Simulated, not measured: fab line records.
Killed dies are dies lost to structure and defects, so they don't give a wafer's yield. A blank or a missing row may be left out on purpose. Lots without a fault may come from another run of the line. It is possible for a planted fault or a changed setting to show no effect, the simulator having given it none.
What tool caused it?    flow sky130    Sampling: 11 lots, 33 wafers, 7 of 708 route steps

WHAT THE GAUGES SHOWED, per wafer
SKY_POLY_GATE_THK_MEAS_04.
lot   measured      on             POLY_GATE_CVD_03_THK (nm)
L386  day 16 09:50  film metro-01  74.1 74.4 74.1
L389  day 17 19:19  film metro-02  75.2 75.2 74.7
L390  day 17 23:40  film metro-04  76.0 76.3 76.3
L392  day 18 18:32  film metro-04  76.5 75.1 75.3
L394  day 20 01:19  film metro-01  74.3 75.1 75.0
L396  day 21 00:05  film metro-04  74.0 74.5 75.3
L399  day 21 21:28  film metro-04  76.0 76.3 76.7
L400  day 21 23:52  film metro-02  77.1 75.8 76.6
L401  day 22 07:35  film metro-01  75.7 75.6 75.1
L402  day 22 13:38  film metro-04  76.0 76.4 76.4
L403  day 22 15:17  film metro-04  76.2 76.5 76.2

SKY_SD_P_CD_MEAS_07 targets a cd of 380 nm.
lot   measured      on         cd nm (nm)
L386  day 26 16:56  cd sem-02  - - -
L389  day 28 03:52  cd sem-02  384.2 384.7 386.5
L390  day 28 07:51  cd sem-02  379.1 379.8 379.8
L392  day 29 00:36  cd sem-01  380.3 378.1 381.3
L394  day 30 04:56  cd sem-01  380.2 383.7 380.0
L396  day 31 03:52  cd sem-02  380.5 379.8 379.8
L399  day 31 19:50  cd sem-01  381.5 381.7 382.1
L400  day 31 22:14  cd sem-02  378.8 379.0 379.0
L401  day 32 06:41  cd sem-01  378.7 379.2 379.1
L402  day 32 08:15  cd sem-01  377.2 375.1 376.4
L403  day 32 11:40  cd sem-01  374.5 375.9 373.6

SKY_SD_P_TW_MEAS_11.
lot   measured      on             SD_P_TW
L386  day 26 17:20  film metro-02  30 30 30
L389  day 28 04:16  film metro-02  2814 2846 2831
L390  day 28 08:15  film metro-02  2834 2818 2834
L392  day 29 00:59  film metro-01  2804 2811 2816
L394  day 30 05:20  film metro-04  2868 2860 2862
L396  day 31 04:15  film metro-02  2842 2832 2858
L399  day 31 20:14  film metro-01  2816 2799 2812
L400  day 31 22:38  film metro-04  2863 2868 2873
L401  day 32 07:05  film metro-04  2856 2858 2855
L402  day 32 08:37  film metro-02  2841 2843 2848
L403  day 32 12:04  film metro-01  2807 2803 2806

SKY_RES_XHIGH_TW_MEAS_09.
lot   measured      on             RES_XHIGH_TW
L386  day 27 22:20  film metro-04  2906 2918 2910
L389  day 29 08:24  film metro-01  1629 1622 1621
L390  day 29 12:53  film metro-02  1633 1632 1628
L392  day 30 04:49  film metro-02  1635 1625 1627
L394  day 31 09:11  film metro-04  1660 1659 1658
L396  day 32 07:43  film metro-04  1649 1649 1651
L399  day 33 00:02  film metro-04  1638 1642 1645
L400  day 33 01:45  film metro-04  1641 1651 1649
L401  day 33 10:08  film metro-02  1618 1623 1623
L402  day 33 12:16  film metro-04  1640 1643 1648
L403  day 33 14:54  film metro-04  1647 1646 1635

SKY_SD_N_RS_MEAS_16: uses a four-point probe to measure.
lot   measured      on             SD_N_RS (ohm/sq)
L386  day 29 03:45  film metro-01  68.45 68.64 68.58
L389  day 30 12:39  film metro-01  68.41 68.34 68.41
L390  day 30 17:11  film metro-04  68.54 68.39 68.71
L392  day 31 09:14  film metro-02  68.53 68.45 68.51
L394  day 32 13:41  film metro-02  68.30 68.27 68.54
L396  day 33 12:06  film metro-01  68.58 68.56 68.53
L399  day 34 03:50  film metro-01  68.61 68.32 68.68
L400  day 34 05:26  film metro-04  68.75 68.56 68.56
L401  day 34 13:05  film metro-04  68.60 68.53 68.69
L402  day 34 14:50  film metro-04  68.64 68.50 68.62
L403  day 34 18:28  film metro-02  68.70 68.53 68.58

WHICH TOOL RAN EACH LOT (tool, then ch and the chambers of the sampled wafers, then the start)
lot   SKY_POLY_CUT_ETCH_10                SKY_SD_P_EXPOSE_04
L386  rie diel-04 ch 2,3, day 25 11:11    iline stepper-02 ch 0, day 26 02:52
L389  rie diel-03 ch 0,3, day 26 22:53    iline stepper-01 ch 0, day 27 13:32
L390  rie diel-04 ch 1,2, day 27 02:53    iline stepper-01 ch 0, day 27 18:02
L392  rie diel-03 ch 0,1, day 27 20:12    iline stepper-02 ch 0, day 28 10:22
L394  rie diel-03 ch 0,2,3, day 29 00:59  iline stepper-02 ch 0, day 29 14:56
L396  rie diel-04 ch 1,2, day 30 00:02    iline stepper-02 ch 0, day 30 13:49
L399  rie diel-04 ch 0,1,2, day 30 16:05  iline stepper-01 ch 0, day 31 06:16
L400  rie diel-04 ch 0,2, day 30 18:17    iline stepper-01 ch 0, day 31 08:20
L401  rie diel-03 ch 0,1,3, day 31 02:53  iline stepper-02 ch 0, day 31 17:02
L402  rie diel-03 ch 0,1, day 31 05:05    iline stepper-01 ch 0, day 31 19:04
L403  rie diel-02 ch 0,3, day 31 08:11    iline stepper-02 ch 0, day 31 22:20
- SKY_POLY_CUT_ETCH_10: etches BARC in N2/H2, stops on SiO2, time 45.9 s, target depth 60 nm.
- SKY_SD_P_EXPOSE_04: exposes mask PSDM, target cd 380 nm.

WHAT THE TOOLS THEMSELVES READ (means of the sampled wafers that have a number; where no wafer has one, the mark that the record gives instead)
SKY_POLY_CUT_ETCH_10.
lot   tool         drypump motor current A (A)  oes product au (a.u.)  throttle valve pct (%)
L386  rie diel-04  5.5                          0.851                  13.218
L389  rie diel-03  5.8                          0.852                  13.217
L390  rie diel-04  5.0                          0.852                  13.225
L392  rie diel-03  5.9                          0.849                  13.231
L394  rie diel-03  5.6                          0.847                  13.216
L396  rie diel-04  5.0                          0.850                  13.220
L399  rie diel-04  5.5                          0.849                  13.220
L400  rie diel-04  6.0                          0.845                  13.225
L401  rie diel-03  5.8                          0.851                  13.220
L402  rie diel-03  5.9                          0.853                  13.230
L403  rie diel-02  5.8                          0.854                  13.222

THE ANSWER, worked out from the rows above alone
Rule: the usual values come from the lots themselves. The widest of any qualifying gaps counts: lots, ordered by their means at a reading, are off when they make up no more than a third of the lots, leave a main group of 4 or more, and stand apart from it by 3 or more times the standard deviation of that group's means. Not used: any main group whose means are identical at the precision the tables above print for the reading. Also off: a lot with no number at a reading for which 4 or more lots have one. Any other lot the step has rows for is counted as sound. Order of review: gauges by route order, followed by the tools' own readings, for which a lot's mean as printed above is used. The first step at which some lot is off is used, and at that step the reading that is off furthest; a lot without a number counts as furthest.
Off at SKY_SD_P_CD_MEAS_07 (cd nm): L386. Without a number there: L386. Mean 379.7 nm and standard deviation 2.7 in the main group.
A tool fits if, at a process step before that reading, it ran every lot that is off, and no sound lot after the first of them. The gauges at SKY_SD_P_CD_MEAS_07 aren't tried: what is off there is off at SKY_SD_P_TW_MEAS_11 too, on other tools, and a gauge's error can't cause that. None of those tried fits.

WHAT HAD BEEN PUT IN BY THE SIMULATOR
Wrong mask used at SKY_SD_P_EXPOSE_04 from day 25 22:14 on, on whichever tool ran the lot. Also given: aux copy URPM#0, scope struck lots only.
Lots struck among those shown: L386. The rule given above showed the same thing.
